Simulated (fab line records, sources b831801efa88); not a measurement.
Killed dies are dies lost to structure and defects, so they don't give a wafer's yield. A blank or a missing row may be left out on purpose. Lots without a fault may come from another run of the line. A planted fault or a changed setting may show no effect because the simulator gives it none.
Which tool did it? | flow sky130 | 14 lots, 42 wafers sampled, at 2 steps of a route of 708

WHAT THE GAUGES READ, wafer by wafer
The record holds no reading of a measuring or inspecting step that can be judged against a usual standard deviation.

WHICH TOOL RAN EACH LOT (tool, then ch and the chambers of the sampled wafers, then the start)
lot  | SKY_METAL1_STRIP_20                  | SKY_PAD_OPEN_PROBE_99
L383 | plasma_asher-03 ch 0,1, day 32 12:04 | -
L384 | plasma_asher-03 ch 0,1, day 32 21:53 | -
L385 | plasma_asher-03 ch 0,1, day 33 16:44 | -
L387 | plasma_asher-01 ch 0,1, day 34 01:53 | -
L386 | plasma_asher-04 ch 0,1, day 34 06:35 | -
L388 | plasma_asher-01 ch 0,1, day 34 08:26 | prober-02, day 46 22:13
L389 | plasma_asher-03 ch 0,1, day 35 00:26 | -
L390 | plasma_asher-01 ch 1, day 35 02:41   | -
L391 | plasma_asher-04 ch 1, day 35 10:20   | -
L392 | plasma_asher-04 ch 0,1, day 35 18:01 | -
L393 | plasma_asher-04 ch 0,1, day 36 03:44 | -
L401 | plasma_asher-04 ch 0,1, day 38 04:38 | prober-01, day 49 18:52
L402 | plasma_asher-04 ch 0,1, day 38 20:05 | prober-02, day 50 05:10
L406 | plasma_asher-01 ch 0,1, day 40 12:02 | -
- SKY_METAL1_STRIP_20: strips in O2/N2.
- SKY_PAD_OPEN_PROBE_99

WHAT THE TOOLS THEMSELVES READ (means of the sampled wafers that have a number; where no wafer has one, the mark that the record gives instead)
SKY_METAL1_STRIP_20. Usual: drypump_motor_current_A 6.0 A, standard deviation 0.54; o2_flow_sccm 2999 sccm, standard deviation 9.5; oes_product_au 0.344 a.u., standard deviation 0.0049; strip_time_to_endpoint_s 2.71 s, standard deviation 0.053.
lot  | tool            | drypump_motor_current_A (A) | o2_flow_sccm (sccm) | oes_product_au (a.u.) | strip_time_to_endpoint_s (s) | flag
L383 | plasma_asher-03 | 5.9                         | 3005                | 0.342                 | 2.64                         |
L384 | plasma_asher-03 | 6.1                         | 2986                | 0.344                 | 2.70                         |
L385 | plasma_asher-03 | 6.1                         | 3013                | 0.344                 | 2.72                         |
L387 | plasma_asher-01 | 5.4                         | 3005                | 0.341                 | 2.69                         |
L386 | plasma_asher-04 | 6.1                         | 3002                | 0.346                 | 2.75                         |
L388 | plasma_asher-01 | 5.8                         | 2995                | 0.344                 | 2.71                         |
L389 | plasma_asher-03 | 6.2                         | 3005                | 0.346                 | 2.64                         |
L390 | plasma_asher-01 | 6.3                         | 2985                | 0.349                 | 2.77                         |
L391 | plasma_asher-04 | 5.8                         | 3012                | 0.343                 | 2.71                         |
L392 | plasma_asher-04 | 6.1                         | 2994                | 0.342                 | 2.70                         |
L393 | plasma_asher-04 | 6.3                         | 2995                | 0.350                 | 2.76                         |
L401 | plasma_asher-04 | 6.3                         | 2995                | 0.342                 | 2.64                         |
L402 | plasma_asher-04 | 6.0                         | 3008                | 0.337                 | 2.67                         |
L406 | plasma_asher-01 | 5.8                         | 2995                | 0.347                 | 2.69                         |

SKY_PAD_OPEN_PROBE_99. Usual: defect_limited_yield 82.4 %, standard deviation 1.9; killed_at_M0_to_M3 44, standard deviation 7.2; killed_at_M4_up 3.4, standard deviation 2.1; killed_at_contacts 24, standard deviation 5.5; killed_at_front_end 15, standard deviation 4.6; killed_at_other 0.4, standard deviation 0.64; killed_dies 86, standard deviation 9.1; killed_open 47, standard deviation 7.5; killed_short 39, standard deviation 5.8; sort_bin_3_pad_short 0.9 %, standard deviation 0.41; sort_bin_5_function 10.4 %, standard deviation 1.5; sort_bin_6_memory 6.3 %, standard deviation 1.2; sort_n_pass 406, standard deviation 9.1; sort_yield_pct 82.4 %, standard deviation 1.9.
lot  | tool      | defect_limited_yield (%) | killed_at_M0_to_M3 | killed_at_M4_up | killed_at_contacts | killed_at_front_end | killed_at_other | killed_dies | killed_open | killed_short | sort_bin_3_pad_short (%) | sort_bin_5_function (%) | sort_bin_6_memory (%) | sort_n_pass | sort_yield_pct (%) | flag
L388 | prober-02 | 81.7                     | 46                 | 1.7             | 28                 | 14                  | 0.3             | 90          | 49          | 41           | 1.3                      | 10.9                    | 6.2                   | 402         | 81.7               |
L401 | prober-01 | 75.8                     | 84                 | 4.0             | 19                 | 12                  | 0.0             | 119         | 36          | 44           | 3.0                      | 14.2                    | 6.9                   | 373         | 75.8               | OFF
L402 | prober-02 | 79.1                     | 69                 | 3.0             | 19                 | 11                  | 0.3             | 103         | 39          | 33           | 1.5                      | 13.0                    | 6.3                   | 389         | 79.1               | OFF

THE ANSWER, worked out from the rows above alone
Rule: a lot is off if the mean of its wafers that have a number lies more than 3 standard deviations from the usual mean. A lot without any number at a reading at which 4 lots or more have one is off too. The other lots that the step has rows for count as sound. The gauges are gone through in route order, then the tools' own readings, and for those a lot's mean is taken as printed above. The first step at which some lot is off is used, and at that step the reading that is off furthest; a lot without a number counts as furthest.
Off: L401, L402, at SKY_PAD_OPEN_PROBE_99 (killed_at_M0_to_M3). Neither off nor sound, because the step has no rows for them: L383, L384, L385, L387, L386, L389, L390, L391, L392, L393, L406.
A tool fits if, at that step or a process step before it, it ran every lot that is off, and no sound lot after the first of them. One fits: plasma_asher-04 at SKY_METAL1_STRIP_20. It ran no sound lot before its first lot that is off in this sample, so the start can't be narrowed down.

WHAT THE SIMULATOR HAD PUT IN
Chamber particle source: plasma_asher-04, from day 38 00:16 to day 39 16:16, at SKY_METAL1_STRIP_20. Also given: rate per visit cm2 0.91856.
Lots struck among those shown: L401, L402. The rule above found the same.
